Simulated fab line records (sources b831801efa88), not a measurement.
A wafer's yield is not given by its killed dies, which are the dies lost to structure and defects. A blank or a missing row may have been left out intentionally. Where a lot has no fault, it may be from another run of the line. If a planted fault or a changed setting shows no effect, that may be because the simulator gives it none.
Shared-tool check	flow sky130	Sample size 10 lots and 30 wafers

## WHY IT WAS OPENED
Of 10 lots, 2 have the reading SPACER_CVD_00_THK flagged at SKY_SPACER_THK_MEAS_01. Wafers without a fault read 43.1 nm, standard deviation 0.4.
Rule: flag the lot when none of its wafers has a number, or when each of its wafers that has one lies beyond 4 standard deviations from that mean. As for the other lots, they are considered sound.

lot	measured	on	SPACER_CVD_00_THK (nm), wafer by wafer	flag
L911	day 22 16:32	film_metro-03	43.3 42.6 43.0	
L912	day 23 14:12	film_metro-04	42.5 42.5 42.7	
L913	day 23 15:22	film_metro-04	42.9 42.8 42.5	
L914	day 24 09:26	film_metro-03	42.6 42.8 42.8	
L915	day 24 10:37	film_metro-02	43.0 42.8 43.0	
L916	day 25 04:34	film_metro-02	43.2 43.1 43.1	
L917	day 25 08:17	film_metro-04	43.5 43.6 43.5	
L918	day 25 15:31	film_metro-03	42.7 42.6 42.7	
L926	day 28 11:01	film_metro-03	49.4 49.6 49.4	FLAGGED
L927	day 28 20:44	film_metro-03	49.4 49.4 49.1	FLAGGED
The numbers of the flagged lots are 49.4 nm on average: +6.3 nm against the usual, or +16 standard deviations.

## EACH LOT AND THE TOOL IT RAN ON
The record keeps 1 process step preceding the reading, out of 708 steps on the route. Read each cell as the tool, then ch plus the chambers that the sampled wafers visited, then the start.
lot	flag	SKY_SPACER_CVD_00
L911		lpcvd-02 ch 1, day 22 15:18
L912		lpcvd-02 ch 1, day 23 12:58
L913		lpcvd-02 ch 1, day 23 14:10
L914		lpcvd-02 ch 0, day 24 07:37
L915		lpcvd-02 ch 1, day 24 09:25
L916		lpcvd-02 ch 0, day 25 03:21
L917		lpcvd-02 ch 1, day 25 07:04
L918		lpcvd-02 ch 1, day 25 14:19
L926	FLAGGED	lpcvd-02 ch 1, day 28 09:12
L927	FLAGGED	lpcvd-02 ch 1, day 28 19:32
These steps, and what they do:
- SKY_SPACER_CVD_00: deposits Si3N4 from DCS/NH3, target thk 43.1 nm, time 740 s.
- SKY_SPACER_THK_MEAS_01

## FLAGGED OVER TOTAL, TOOL BY TOOL (the gauges that took the reading come last)
step	tool	lots run	flagged	share of the flagged lots	sound lots run after its first flagged lot
SKY_SPACER_CVD_00	lpcvd-02	10	2	all	0
SKY_SPACER_THK_MEAS_01	film_metro-02	2	0	none	-
SKY_SPACER_THK_MEAS_01	film_metro-03	5	2	all	0
SKY_SPACER_THK_MEAS_01	film_metro-04	3	0	none	-

## WHAT THE TABLE PERMITS
2 rows of the table ran every flagged lot: lpcvd-02 at SKY_SPACER_CVD_00, film_metro-03 at SKY_SPACER_THK_MEAS_01.
- lpcvd-02 at SKY_SPACER_CVD_00 ran 10 lots, 2 of them flagged. Last sound lot L918 at day 25 14:19, first flagged lot L926 at day 28 09:12; a fault beginning in between fits. Its own readings (spike_tc_centre_C, spike_tc_lower_C, spike_tc_upper_C, susceptor_temp_C) fall more than 4 standard deviations out on all wafers of the flagged lots.
- film_metro-03 at SKY_SPACER_THK_MEAS_01 ran 5 lots, 2 of them flagged. Last sound lot L918 at day 25 15:31, first flagged lot L926 at day 28 11:01; a fault beginning in between fits.
Counting lots can't tell these 2 tools apart, because each fits a fault that began at some hour. More lots, or a look at what each step does to the wafer, might.

## WHAT HAD BEEN PUT IN BY THE SIMULATOR
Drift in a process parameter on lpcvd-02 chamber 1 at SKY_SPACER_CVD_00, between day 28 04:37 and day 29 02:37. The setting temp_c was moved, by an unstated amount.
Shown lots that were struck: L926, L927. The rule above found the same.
